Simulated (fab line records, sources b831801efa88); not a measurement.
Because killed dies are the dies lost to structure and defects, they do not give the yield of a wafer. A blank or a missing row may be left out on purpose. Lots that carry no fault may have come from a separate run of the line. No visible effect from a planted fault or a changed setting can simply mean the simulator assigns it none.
fab line records / flow sky130
record lots=13 wafers=39 lastDay=50
route steps=708 shown SONOS_ONO@181 LDD_P@264 METAL1@439
lots that met no fault: from a run of the same line without faults
startH: the number of hours between the record's first day and the start of the first shown wafer of the lot / waitH: hours from the lot's prior step to this one / " repeats the value in the row above / L1.1+2: a row that stands for several wafers / - either no value or no given start / * or withheld: withheld / < > ~ a bound
route shown NAME@n: names a module that has steps shown in the file, with the first one's number in the route / usual: average and standard deviation across the fault-free wafers / same: alike in all rows / chamber/n: place in a boat / sites: per-site readings / _std_site: the standard deviation of these / _edge_site: outer sites' mean less inner sites' / radiusMm: how far each site lies from the wafer's centre / mask NAME#n: copy n / behind: the last tool/chamber to shape the wafer / hold: reason for holding the lot/hours on hold/outcome of the hold / device: whichever transistor did not switch (one of n, p or np) / end of line: tests run on the same wafers once the route is complete / a step without rows: its recipe alone / killed: the dies lost at the first sort to structure and to defects; this is not the yield of the wafer / map: a wafer's dies, marking killed ones x, the rest . and places with no die _
set.NAME: the setting as run; set.NAME@STEP: as run at that earlier step / model.NAME: the simulator's own value behind a step, which no gauge read
the route's steps for a sample of lots (tables are steps, rows are wafers)
services: from which hour (startH, from the record's first day; less than 0 if before it) a tool's chamber was out of use, for how many hours, and why
## steps
# step SKY_SONOS_ONO_CD_MEAS_13
# recipe targetCdNm=410
# usual cdNm=408.3/2.3
lot.wafer=L572.1 tool=cdSem-01 chamber=- startH=285.91 waitH=0.1 cdNm=405.5
lot.wafer=L572.3 tool=cdSem-01 chamber=- startH=285.91 waitH=0.1 cdNm=404.7
lot.wafer=L572.6 tool=cdSem-01 chamber=- startH=285.91 waitH=0.1 cdNm=404.3
lot.wafer=L573.1 tool=cdSem-02 chamber=- startH=293.67 waitH=0.1 cdNm=407.5
lot.wafer=L573.4 tool=cdSem-02 chamber=- startH=293.67 waitH=0.1 cdNm=407.3
lot.wafer=L573.5 tool=cdSem-02 chamber=- startH=293.67 waitH=0.1 cdNm=406.1
lot.wafer=L574.1 tool=cdSem-01 chamber=- startH=312.76 waitH=0.1 cdNm=408.5
lot.wafer=L574.4 tool=cdSem-01 chamber=- startH=312.76 waitH=0.1 cdNm=408.5
lot.wafer=L574.6 tool=cdSem-01 chamber=- startH=312.76 waitH=0.1 cdNm=406.9
lot.wafer=L576.1 tool=cdSem-01 chamber=- startH=316.15 waitH=0.1 cdNm=406.5
lot.wafer=L576.3 tool=cdSem-01 chamber=- startH=316.15 waitH=0.1 cdNm=406.1
lot.wafer=L576.6 tool=cdSem-01 chamber=- startH=316.15 waitH=0.1 cdNm=407.3
lot.wafer=L578.1 tool=cdSem-02 chamber=- startH=340.31 waitH=0.1 cdNm=410.4
lot.wafer=L578.2 tool=cdSem-02 chamber=- startH=340.31 waitH=0.1 cdNm=407.9
lot.wafer=L578.6 tool=cdSem-02 chamber=- startH=340.31 waitH=0.1 cdNm=407.1
lot.wafer=L579.3 tool=cdSem-02 chamber=- startH=344.41 waitH=0.1 cdNm=405.0
lot.wafer=L579.4 tool=cdSem-02 chamber=- startH=344.41 waitH=0.1 cdNm=406.5
lot.wafer=L579.5 tool=cdSem-02 chamber=- startH=344.41 waitH=0.1 cdNm=409.3
lot.wafer=L580.1 tool=cdSem-02 chamber=- startH=351.75 waitH=0.1 cdNm=405.2
lot.wafer=L580.3 tool=cdSem-02 chamber=- startH=351.75 waitH=0.1 cdNm=406.6
lot.wafer=L580.6 tool=cdSem-02 chamber=- startH=351.75 waitH=0.1 cdNm=405.5
lot.wafer=L584.2 tool=cdSem-02 chamber=- startH=388.28 waitH=0.1 cdNm=407.7
lot.wafer=L584.3 tool=cdSem-02 chamber=- startH=388.28 waitH=0.1 cdNm=407.9
lot.wafer=L584.4 tool=cdSem-02 chamber=- startH=388.28 waitH=0.1 cdNm=406.5
lot.wafer=L587.1 tool=cdSem-01 chamber=- startH=407.27 waitH=0.1 cdNm=410.4
lot.wafer=L587.2 tool=cdSem-01 chamber=- startH=407.27 waitH=0.1 cdNm=408.8
lot.wafer=L587.4 tool=cdSem-01 chamber=- startH=407.27 waitH=0.1 cdNm=409.3
lot.wafer=L588.1 tool=cdSem-01 chamber=- startH=415.20 waitH=0.1 cdNm=404.7
lot.wafer=L588.4 tool=cdSem-01 chamber=- startH=415.20 waitH=0.1 cdNm=406.3
lot.wafer=L588.6 tool=cdSem-01 chamber=- startH=415.20 waitH=0.1 cdNm=403.8
lot.wafer=L590.2 tool=cdSem-01 chamber=- startH=426.89 waitH=0.1 cdNm=412.2
lot.wafer=L590.3 tool=cdSem-01 chamber=- startH=426.89 waitH=0.1 cdNm=411.1
lot.wafer=L590.4 tool=cdSem-01 chamber=- startH=426.89 waitH=0.1 cdNm=409.9
lot.wafer=L593.2 tool=cdSem-01 chamber=- startH=448.73 waitH=0.1 cdNm=409.9
lot.wafer=L593.3 tool=cdSem-01 chamber=- startH=448.73 waitH=0.1 cdNm=409.0
lot.wafer=L593.6 tool=cdSem-01 chamber=- startH=448.73 waitH=0.1 cdNm=406.5
lot.wafer=L595.4 tool=cdSem-01 chamber=- startH=469.16 waitH=0.1 cdNm=410.5
lot.wafer=L595.5 tool=cdSem-01 chamber=- startH=469.16 waitH=0.1 cdNm=409.3
lot.wafer=L595.6 tool=cdSem-01 chamber=- startH=469.16 waitH=0.1 cdNm=406.6
# step SKY_LDD_P_IMPLANT_09
# recipe species=BF2 energyKev=25 doseCm2=1e+13 tiltDeg=withheld
# usual doseIonsCm2=9.998e+12/1.2e+10 faradayCurrentUA=56.5/1.1
# same implantIonAmu=49
lot.wafer=L572.1 tool=implanter-04 chamber=0 startH=436.51 waitH=0.0 doseIonsCm2=1.0007e+13 faradayCurrentUA=54.3
lot.wafer=L572.3 tool=implanter-04 chamber=0 startH=436.51 waitH=0.0 doseIonsCm2=9.996e+12 faradayCurrentUA=57.1
lot.wafer=L572.6 tool=implanter-04 chamber=0 startH=436.51 waitH=0.0 doseIonsCm2=1e+13 faradayCurrentUA=56.1
lot.wafer=L573.1 tool=implanter-03 chamber=0 startH=448.56 waitH=0.0 doseIonsCm2=1e+13 faradayCurrentUA=56.5
lot.wafer=L573.4 tool=implanter-03 chamber=0 startH=448.56 waitH=0.0 doseIonsCm2=1.0003e+13 faradayCurrentUA=57.3
lot.wafer=L573.5 tool=implanter-03 chamber=0 startH=448.56 waitH=0.0 doseIonsCm2=9.996e+12 faradayCurrentUA=56.5
lot.wafer=L574.1 tool=implanter-01 chamber=0 startH=465.58 waitH=0.0 doseIonsCm2=1.0002e+13 faradayCurrentUA=56.0
lot.wafer=L574.4 tool=implanter-01 chamber=0 startH=465.58 waitH=0.0 doseIonsCm2=1.0001e+13 faradayCurrentUA=57.8
lot.wafer=L574.6 tool=implanter-01 chamber=0 startH=465.58 waitH=0.0 doseIonsCm2=9.985e+12 faradayCurrentUA=56.3
lot.wafer=L576.1 tool=implanter-04 chamber=0 startH=472.51 waitH=0.0 doseIonsCm2=9.99e+12 faradayCurrentUA=56.8
lot.wafer=L576.3 tool=implanter-04 chamber=0 startH=472.51 waitH=0.0 doseIonsCm2=9.992e+12 faradayCurrentUA=59.8
lot.wafer=L576.6 tool=implanter-04 chamber=0 startH=472.51 waitH=0.0 doseIonsCm2=1.0002e+13 faradayCurrentUA=56.7
lot.wafer=L578.1 tool=implanter-04 chamber=0 startH=498.21 waitH=0.0 doseIonsCm2=9.13e+12 faradayCurrentUA=51.1
lot.wafer=L578.2 tool=implanter-04 chamber=0 startH=498.21 waitH=0.0 doseIonsCm2=9.119e+12 faradayCurrentUA=52.1
lot.wafer=L578.6 tool=implanter-04 chamber=0 startH=498.21 waitH=0.0 doseIonsCm2=9.139e+12 faradayCurrentUA=50.6
lot.wafer=L579.3 tool=implanter-04 chamber=0 startH=502.36 waitH=0.1 doseIonsCm2=9.117e+12 faradayCurrentUA=51.0
lot.wafer=L579.4 tool=implanter-04 chamber=0 startH=502.36 waitH=0.1 doseIonsCm2=9.109e+12 faradayCurrentUA=50.9
lot.wafer=L579.5 tool=implanter-04 chamber=0 startH=502.36 waitH=0.1 doseIonsCm2=9.113e+12 faradayCurrentUA=51.5
lot.wafer=L580.1 tool=implanter-01 chamber=0 startH=510.61 waitH=0.0 doseIonsCm2=1.0005e+13 faradayCurrentUA=54.6
lot.wafer=L580.3 tool=implanter-01 chamber=0 startH=510.61 waitH=0.0 doseIonsCm2=1.0013e+13 faradayCurrentUA=56.1
lot.wafer=L580.6 tool=implanter-01 chamber=0 startH=510.61 waitH=0.0 doseIonsCm2=9.989e+12 faradayCurrentUA=56.3
lot.wafer=L584.2 tool=implanter-01 chamber=0 startH=553.04 waitH=0.0 doseIonsCm2=9.994e+12 faradayCurrentUA=57.9
lot.wafer=L584.3 tool=implanter-01 chamber=0 startH=553.04 waitH=0.0 doseIonsCm2=9.979e+12 faradayCurrentUA=55.2
lot.wafer=L584.4 tool=implanter-01 chamber=0 startH=553.04 waitH=0.0 doseIonsCm2=9.982e+12 faradayCurrentUA=56.3
lot.wafer=L587.1 tool=implanter-01 chamber=0 startH=570.84 waitH=0.0 doseIonsCm2=1.0003e+13 faradayCurrentUA=56.6
lot.wafer=L587.2 tool=implanter-01 chamber=0 startH=570.84 waitH=0.0 doseIonsCm2=1.0012e+13 faradayCurrentUA=58.3
lot.wafer=L587.4 tool=implanter-01 chamber=0 startH=570.84 waitH=0.0 doseIonsCm2=9.999e+12 faradayCurrentUA=56.9
lot.wafer=L588.1 tool=implanter-04 chamber=0 startH=578.69 waitH=0.0 doseIonsCm2=9.981e+12 faradayCurrentUA=58.8
lot.wafer=L588.4 tool=implanter-04 chamber=0 startH=578.69 waitH=0.0 doseIonsCm2=9.999e+12 faradayCurrentUA=54.9
lot.wafer=L588.6 tool=implanter-04 chamber=0 startH=578.69 waitH=0.0 doseIonsCm2=9.994e+12 faradayCurrentUA=56.2
lot.wafer=L590.2 tool=implanter-01 chamber=0 startH=590.97 waitH=0.0 doseIonsCm2=1.0006e+13 faradayCurrentUA=54.9
lot.wafer=L590.3 tool=implanter-01 chamber=0 startH=590.97 waitH=0.0 doseIonsCm2=1.0008e+13 faradayCurrentUA=58.3
lot.wafer=L590.4 tool=implanter-01 chamber=0 startH=590.97 waitH=0.0 doseIonsCm2=1.0011e+13 faradayCurrentUA=55.6
lot.wafer=L593.2 tool=implanter-03 chamber=0 startH=610.73 waitH=0.0 doseIonsCm2=9.994e+12 faradayCurrentUA=56.2
lot.wafer=L593.3 tool=implanter-03 chamber=0 startH=610.73 waitH=0.0 doseIonsCm2=1.0026e+13 faradayCurrentUA=56.7
lot.wafer=L593.6 tool=implanter-03 chamber=0 startH=610.73 waitH=0.0 doseIonsCm2=1.0012e+13 faradayCurrentUA=56.7
lot.wafer=L595.4 tool=implanter-04 chamber=0 startH=634.59 waitH=0.1 doseIonsCm2=1.0005e+13 faradayCurrentUA=58.1
lot.wafer=L595.5 tool=implanter-04 chamber=0 startH=634.59 waitH=0.1 doseIonsCm2=9.982e+12 faradayCurrentUA=56.4
lot.wafer=L595.6 tool=implanter-04 chamber=0 startH=634.59 waitH=0.1 doseIonsCm2=9.986e+12 faradayCurrentUA=55.2
# step SKY_LDD_P_TW_MEAS_11
# usual LDD_P_TW=636/3.3
lot.wafer=L572.1 tool=filmMetro-03 chamber=- startH=436.76 waitH=0.1 LDD_P_TW=640
lot.wafer=L572.3 tool=filmMetro-03 chamber=- startH=436.76 waitH=0.1 LDD_P_TW=638
lot.wafer=L572.6 tool=filmMetro-03 chamber=- startH=436.76 waitH=0.1 LDD_P_TW=638
lot.wafer=L573.1 tool=filmMetro-02 chamber=- startH=448.81 waitH=0.1 LDD_P_TW=638
lot.wafer=L573.4 tool=filmMetro-02 chamber=- startH=448.81 waitH=0.1 LDD_P_TW=643
lot.wafer=L573.5 tool=filmMetro-02 chamber=- startH=448.81 waitH=0.1 LDD_P_TW=640
lot.wafer=L574.1 tool=filmMetro-03 chamber=- startH=465.83 waitH=0.1 LDD_P_TW=636
lot.wafer=L574.4 tool=filmMetro-03 chamber=- startH=465.83 waitH=0.1 LDD_P_TW=634
lot.wafer=L574.6 tool=filmMetro-03 chamber=- startH=465.83 waitH=0.1 LDD_P_TW=634
lot.wafer=L576.1 tool=filmMetro-01 chamber=- startH=472.79 waitH=0.1 LDD_P_TW=639
lot.wafer=L576.3 tool=filmMetro-01 chamber=- startH=472.79 waitH=0.1 LDD_P_TW=635
lot.wafer=L576.6 tool=filmMetro-01 chamber=- startH=472.79 waitH=0.1 LDD_P_TW=639
lot.wafer=L578.1 tool=filmMetro-01 chamber=- startH=498.46 waitH=0.1 LDD_P_TW=617
lot.wafer=L578.2 tool=filmMetro-01 chamber=- startH=498.46 waitH=0.1 LDD_P_TW=615
lot.wafer=L578.6 tool=filmMetro-01 chamber=- startH=498.46 waitH=0.1 LDD_P_TW=616
lot.wafer=L579.3 tool=filmMetro-03 chamber=- startH=502.58 waitH=0.1 LDD_P_TW=615
lot.wafer=L579.4 tool=filmMetro-03 chamber=- startH=502.58 waitH=0.1 LDD_P_TW=618
lot.wafer=L579.5 tool=filmMetro-03 chamber=- startH=502.58 waitH=0.1 LDD_P_TW=615
lot.wafer=L580.1 tool=filmMetro-02 chamber=- startH=510.86 waitH=0.1 LDD_P_TW=642
lot.wafer=L580.3 tool=filmMetro-02 chamber=- startH=510.86 waitH=0.1 LDD_P_TW=638
lot.wafer=L580.6 tool=filmMetro-02 chamber=- startH=510.86 waitH=0.1 LDD_P_TW=641
lot.wafer=L584.2 tool=filmMetro-02 chamber=- startH=553.27 waitH=0.1 LDD_P_TW=636
lot.wafer=L584.3 tool=filmMetro-02 chamber=- startH=553.27 waitH=0.1 LDD_P_TW=635
lot.wafer=L584.4 tool=filmMetro-02 chamber=- startH=553.27 waitH=0.1 LDD_P_TW=640
lot.wafer=L587.1 tool=filmMetro-03 chamber=- startH=571.09 waitH=0.1 LDD_P_TW=631
lot.wafer=L587.2 tool=filmMetro-03 chamber=- startH=571.09 waitH=0.1 LDD_P_TW=631
lot.wafer=L587.4 tool=filmMetro-03 chamber=- startH=571.09 waitH=0.1 LDD_P_TW=636
lot.wafer=L588.1 tool=filmMetro-01 chamber=- startH=578.94 waitH=0.1 LDD_P_TW=634
lot.wafer=L588.4 tool=filmMetro-01 chamber=- startH=578.94 waitH=0.1 LDD_P_TW=634
lot.wafer=L588.6 tool=filmMetro-01 chamber=- startH=578.94 waitH=0.1 LDD_P_TW=635
lot.wafer=L590.2 tool=filmMetro-01 chamber=- startH=591.20 waitH=0.1 LDD_P_TW=636
lot.wafer=L590.3 tool=filmMetro-01 chamber=- startH=591.20 waitH=0.1 LDD_P_TW=631
lot.wafer=L590.4 tool=filmMetro-01 chamber=- startH=591.20 waitH=0.1 LDD_P_TW=633
lot.wafer=L593.2 tool=filmMetro-01 chamber=- startH=610.97 waitH=0.1 LDD_P_TW=634
lot.wafer=L593.3 tool=filmMetro-01 chamber=- startH=610.97 waitH=0.1 LDD_P_TW=633
lot.wafer=L593.6 tool=filmMetro-01 chamber=- startH=610.97 waitH=0.1 LDD_P_TW=630
lot.wafer=L595.4 tool=filmMetro-03 chamber=- startH=634.79 waitH=0.1 LDD_P_TW=637
lot.wafer=L595.5 tool=filmMetro-03 chamber=- startH=634.79 waitH=0.1 LDD_P_TW=642
lot.wafer=L595.6 tool=filmMetro-03 chamber=- startH=634.79 waitH=0.1 LDD_P_TW=638
# step SKY_METAL1_RS_MEAS_05
# recipe thkMeasGauge=four-point-probe reads=TiN_of_METAL1_SPUTTER_04+Ti_of_METAL1_SPUTTER_03+AlCu_of_METAL1_SPUTTER_02+TiN_of_METAL1_SPUTTER_01+Ti_of_METAL1_SPUTTER_00
# usual METAL1_ALCU_RS=0.1262/0.0018
lot.wafer=L572.1 tool=filmMetro-02 chamber=- startH=742.99 waitH=0.0 METAL1_ALCU_RS[ohm/sq]=0.1301
lot.wafer=L572.3 tool=filmMetro-02 chamber=- startH=742.99 waitH=0.0 METAL1_ALCU_RS[ohm/sq]=0.1251
lot.wafer=L572.6 tool=filmMetro-02 chamber=- startH=742.99 waitH=0.0 METAL1_ALCU_RS[ohm/sq]=0.1315
lot.wafer=L573.1 tool=filmMetro-03 chamber=- startH=755.58 waitH=0.0 METAL1_ALCU_RS[ohm/sq]=0.1248
lot.wafer=L573.4 tool=filmMetro-03 chamber=- startH=755.58 waitH=0.0 METAL1_ALCU_RS[ohm/sq]=0.1311
lot.wafer=L573.5 tool=filmMetro-03 chamber=- startH=755.58 waitH=0.0 METAL1_ALCU_RS[ohm/sq]=0.1304
lot.wafer=L574.1 tool=filmMetro-01 chamber=- startH=764.51 waitH=0.0 METAL1_ALCU_RS[ohm/sq]=0.1271
lot.wafer=L574.4 tool=filmMetro-01 chamber=- startH=764.51 waitH=0.0 METAL1_ALCU_RS[ohm/sq]=0.1239
lot.wafer=L574.6 tool=filmMetro-01 chamber=- startH=764.51 waitH=0.0 METAL1_ALCU_RS[ohm/sq]=0.1266
lot.wafer=L576.1 tool=filmMetro-01 chamber=- startH=777.46 waitH=0.0 METAL1_ALCU_RS[ohm/sq]=0.1304
lot.wafer=L576.3 tool=filmMetro-01 chamber=- startH=777.46 waitH=0.0 METAL1_ALCU_RS[ohm/sq]=0.1267
lot.wafer=L576.6 tool=filmMetro-01 chamber=- startH=777.46 waitH=0.0 METAL1_ALCU_RS[ohm/sq]=0.1260
lot.wafer=L578.1 tool=filmMetro-01 chamber=- startH=793.44 waitH=0.0 METAL1_ALCU_RS[ohm/sq]=0.1279
lot.wafer=L578.2 tool=filmMetro-01 chamber=- startH=793.44 waitH=0.0 METAL1_ALCU_RS[ohm/sq]=0.1274
lot.wafer=L578.6 tool=filmMetro-01 chamber=- startH=793.44 waitH=0.0 METAL1_ALCU_RS[ohm/sq]=0.1273
lot.wafer=L579.3 tool=filmMetro-02 chamber=- startH=797.80 waitH=0.1 METAL1_ALCU_RS[ohm/sq]=0.1243
lot.wafer=L579.4 tool=filmMetro-02 chamber=- startH=797.80 waitH=0.1 METAL1_ALCU_RS[ohm/sq]=0.1264
lot.wafer=L579.5 tool=filmMetro-02 chamber=- startH=797.80 waitH=0.1 METAL1_ALCU_RS[ohm/sq]=0.1251
lot.wafer=L580.1 tool=filmMetro-03 chamber=- startH=805.85 waitH=0.0 METAL1_ALCU_RS[ohm/sq]=0.1242
lot.wafer=L580.3 tool=filmMetro-03 chamber=- startH=805.85 waitH=0.0 METAL1_ALCU_RS[ohm/sq]=0.1261
lot.wafer=L580.6 tool=filmMetro-03 chamber=- startH=805.85 waitH=0.0 METAL1_ALCU_RS[ohm/sq]=0.1251
lot.wafer=L584.2 tool=filmMetro-01 chamber=- startH=842.91 waitH=0.0 METAL1_ALCU_RS[ohm/sq]=0.1284
lot.wafer=L584.3 tool=filmMetro-01 chamber=- startH=842.91 waitH=0.0 METAL1_ALCU_RS[ohm/sq]=0.1259
lot.wafer=L584.4 tool=filmMetro-01 chamber=- startH=842.91 waitH=0.0 METAL1_ALCU_RS[ohm/sq]=0.1277
lot.wafer=L587.1 tool=filmMetro-03 chamber=- startH=859.70 waitH=0.0 METAL1_ALCU_RS[ohm/sq]=0.1221
lot.wafer=L587.2 tool=filmMetro-03 chamber=- startH=859.70 waitH=0.0 METAL1_ALCU_RS[ohm/sq]=0.1239
lot.wafer=L587.4 tool=filmMetro-03 chamber=- startH=859.70 waitH=0.0 METAL1_ALCU_RS[ohm/sq]=0.1238
lot.wafer=L588.1 tool=filmMetro-03 chamber=- startH=867.02 waitH=0.0 METAL1_ALCU_RS[ohm/sq]=0.1271
lot.wafer=L588.4 tool=filmMetro-03 chamber=- startH=867.02 waitH=0.0 METAL1_ALCU_RS[ohm/sq]=0.1252
lot.wafer=L588.6 tool=filmMetro-03 chamber=- startH=867.02 waitH=0.0 METAL1_ALCU_RS[ohm/sq]=0.1252
lot.wafer=L590.2 tool=filmMetro-01 chamber=- startH=874.72 waitH=0.0 METAL1_ALCU_RS[ohm/sq]=0.1263
lot.wafer=L590.3 tool=filmMetro-01 chamber=- startH=874.72 waitH=0.0 METAL1_ALCU_RS[ohm/sq]=0.1256
lot.wafer=L590.4 tool=filmMetro-01 chamber=- startH=874.72 waitH=0.0 METAL1_ALCU_RS[ohm/sq]=0.1286
lot.wafer=L593.2 tool=filmMetro-02 chamber=- startH=894.98 waitH=0.0 METAL1_ALCU_RS[ohm/sq]=0.1268
lot.wafer=L593.3 tool=filmMetro-02 chamber=- startH=894.98 waitH=0.0 METAL1_ALCU_RS[ohm/sq]=0.1267
lot.wafer=L593.6 tool=filmMetro-02 chamber=- startH=894.98 waitH=0.0 METAL1_ALCU_RS[ohm/sq]=0.1255
lot.wafer=L595.4 tool=filmMetro-02 chamber=- startH=912.57 waitH=0.1 METAL1_ALCU_RS[ohm/sq]=0.1258
lot.wafer=L595.5 tool=filmMetro-02 chamber=- startH=912.57 waitH=0.1 METAL1_ALCU_RS[ohm/sq]=0.1258
lot.wafer=L595.6 tool=filmMetro-02 chamber=- startH=912.57 waitH=0.1 METAL1_ALCU_RS[ohm/sq]=0.1261
# step SKY_METAL1_THK_MEAS_06
# recipe thkMeasGauge=xrf reads=AlCu_of_METAL1_SPUTTER_02
# usual METAL1_ALCU_THK=248/4.4
lot.wafer=L572.1 tool=filmMetro-02 chamber=- startH=743.11 waitH=0.1 METAL1_ALCU_THK[nm]=240
lot.wafer=L572.3 tool=filmMetro-02 chamber=- startH=743.11 waitH=0.1 METAL1_ALCU_THK[nm]=248
lot.wafer=L572.6 tool=filmMetro-02 chamber=- startH=743.11 waitH=0.1 METAL1_ALCU_THK[nm]=237
lot.wafer=L573.1 tool=filmMetro-03 chamber=- startH=755.70 waitH=0.1 METAL1_ALCU_THK[nm]=253
lot.wafer=L573.4 tool=filmMetro-03 chamber=- startH=755.70 waitH=0.1 METAL1_ALCU_THK[nm]=242
lot.wafer=L573.5 tool=filmMetro-03 chamber=- startH=755.70 waitH=0.1 METAL1_ALCU_THK[nm]=244
lot.wafer=L574.1 tool=filmMetro-01 chamber=- startH=764.63 waitH=0.1 METAL1_ALCU_THK[nm]=247
lot.wafer=L574.4 tool=filmMetro-01 chamber=- startH=764.63 waitH=0.1 METAL1_ALCU_THK[nm]=253
lot.wafer=L574.6 tool=filmMetro-01 chamber=- startH=764.63 waitH=0.1 METAL1_ALCU_THK[nm]=248
lot.wafer=L576.1 tool=filmMetro-01 chamber=- startH=777.58 waitH=0.1 METAL1_ALCU_THK[nm]=239
lot.wafer=L576.3 tool=filmMetro-01 chamber=- startH=777.58 waitH=0.1 METAL1_ALCU_THK[nm]=247
lot.wafer=L576.6 tool=filmMetro-01 chamber=- startH=777.58 waitH=0.1 METAL1_ALCU_THK[nm]=247
lot.wafer=L578.1 tool=filmMetro-01 chamber=- startH=793.56 waitH=0.1 METAL1_ALCU_THK[nm]=242
lot.wafer=L578.2 tool=filmMetro-01 chamber=- startH=793.56 waitH=0.1 METAL1_ALCU_THK[nm]=244
lot.wafer=L578.6 tool=filmMetro-01 chamber=- startH=793.56 waitH=0.1 METAL1_ALCU_THK[nm]=244
lot.wafer=L579.3 tool=filmMetro-02 chamber=- startH=797.90 waitH=0.1 METAL1_ALCU_THK[nm]=248
lot.wafer=L579.4 tool=filmMetro-02 chamber=- startH=797.90 waitH=0.1 METAL1_ALCU_THK[nm]=245
lot.wafer=L579.5 tool=filmMetro-02 chamber=- startH=797.90 waitH=0.1 METAL1_ALCU_THK[nm]=247
lot.wafer=L580.1 tool=filmMetro-03 chamber=- startH=805.97 waitH=0.1 METAL1_ALCU_THK[nm]=255
lot.wafer=L580.3 tool=filmMetro-03 chamber=- startH=805.97 waitH=0.1 METAL1_ALCU_THK[nm]=254
lot.wafer=L580.6 tool=filmMetro-03 chamber=- startH=805.97 waitH=0.1 METAL1_ALCU_THK[nm]=253
lot.wafer=L584.2 tool=filmMetro-01 chamber=- startH=843.02 waitH=0.1 METAL1_ALCU_THK[nm]=246
lot.wafer=L584.3 tool=filmMetro-01 chamber=- startH=843.02 waitH=0.1 METAL1_ALCU_THK[nm]=250
lot.wafer=L584.4 tool=filmMetro-01 chamber=- startH=843.02 waitH=0.1 METAL1_ALCU_THK[nm]=244
lot.wafer=L587.1 tool=filmMetro-03 chamber=- startH=859.82 waitH=0.1 METAL1_ALCU_THK[nm]=258
lot.wafer=L587.2 tool=filmMetro-03 chamber=- startH=859.82 waitH=0.1 METAL1_ALCU_THK[nm]=254
lot.wafer=L587.4 tool=filmMetro-03 chamber=- startH=859.82 waitH=0.1 METAL1_ALCU_THK[nm]=255
lot.wafer=L588.1 tool=filmMetro-03 chamber=- startH=867.14 waitH=0.1 METAL1_ALCU_THK[nm]=249
lot.wafer=L588.4 tool=filmMetro-03 chamber=- startH=867.14 waitH=0.1 METAL1_ALCU_THK[nm]=254
lot.wafer=L588.6 tool=filmMetro-03 chamber=- startH=867.14 waitH=0.1 METAL1_ALCU_THK[nm]=249
lot.wafer=L590.2 tool=filmMetro-01 chamber=- startH=874.83 waitH=0.1 METAL1_ALCU_THK[nm]=245
lot.wafer=L590.3 tool=filmMetro-01 chamber=- startH=874.83 waitH=0.1 METAL1_ALCU_THK[nm]=247
lot.wafer=L590.4 tool=filmMetro-01 chamber=- startH=874.83 waitH=0.1 METAL1_ALCU_THK[nm]=242
lot.wafer=L593.2 tool=filmMetro-02 chamber=- startH=895.09 waitH=0.1 METAL1_ALCU_THK[nm]=246
lot.wafer=L593.3 tool=filmMetro-02 chamber=- startH=895.09 waitH=0.1 METAL1_ALCU_THK[nm]=245
lot.wafer=L593.6 tool=filmMetro-02 chamber=- startH=895.09 waitH=0.1 METAL1_ALCU_THK[nm]=247
lot.wafer=L595.4 tool=filmMetro-02 chamber=- startH=912.66 waitH=0.1 METAL1_ALCU_THK[nm]=247
lot.wafer=L595.5 tool=filmMetro-02 chamber=- startH=912.66 waitH=0.1 METAL1_ALCU_THK[nm]=246
lot.wafer=L595.6 tool=filmMetro-02 chamber=- startH=912.66 waitH=0.1 METAL1_ALCU_THK[nm]=247
## services
tool=implanter-04 chamber=- startH=427.66 hours=2.7 kind=repair
tool=implanter-04 chamber=- startH=507.27 hours=3.5 kind=repair
tool=implanter-04 chamber=- startH=541.09 hours=4.4 kind=pm
tool=implanter-03 chamber=- startH=588.58 hours=8.1 kind=pm
tool=implanter-01 chamber=- startH=593.28 hours=2.6 kind=repair
## key
firstSign step=SKY_LDD_P_IMPLANT_09 reading=doseIonsCm2 direction=down sigmas=73 usual=* struck=*
effect step=SKY_LDD_P_IMPLANT_09 reading=faradayCurrentUA direction=down sigmas=4.7 usual=56.5 struck=51.2
effect step=SKY_LDD_P_TW_MEAS_11 reading=LDD_P_TW direction=down sigmas=6.2 usual=636 struck=616
metAt SKY_LDD_P_IMPLANT_09
struckLots L578,L579
testerLeftOut L578,L579
notActingAt SKY_SONOS_ONO_CD_MEAS_13,SKY_METAL1_RS_MEAS_05,SKY_METAL1_THK_MEAS_06
onsetBetween 472.51 498.21
fault kind=processParameterDrift tool=implanter-04 chamber=- onsetH=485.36 steps=SKY_LDD_P_IMPLANT_09 channel=doseCm2 offset=* shape=step endH=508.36 actsIn=* stated=*
# testerLeftOut: of these lots the tester's yield and bins aren't shown, on N5 and GAA mostly nor the transistor test; their killed dies are dies lost to structure and defects alone, not to doping, threshold or leakage, so they don't give the yield
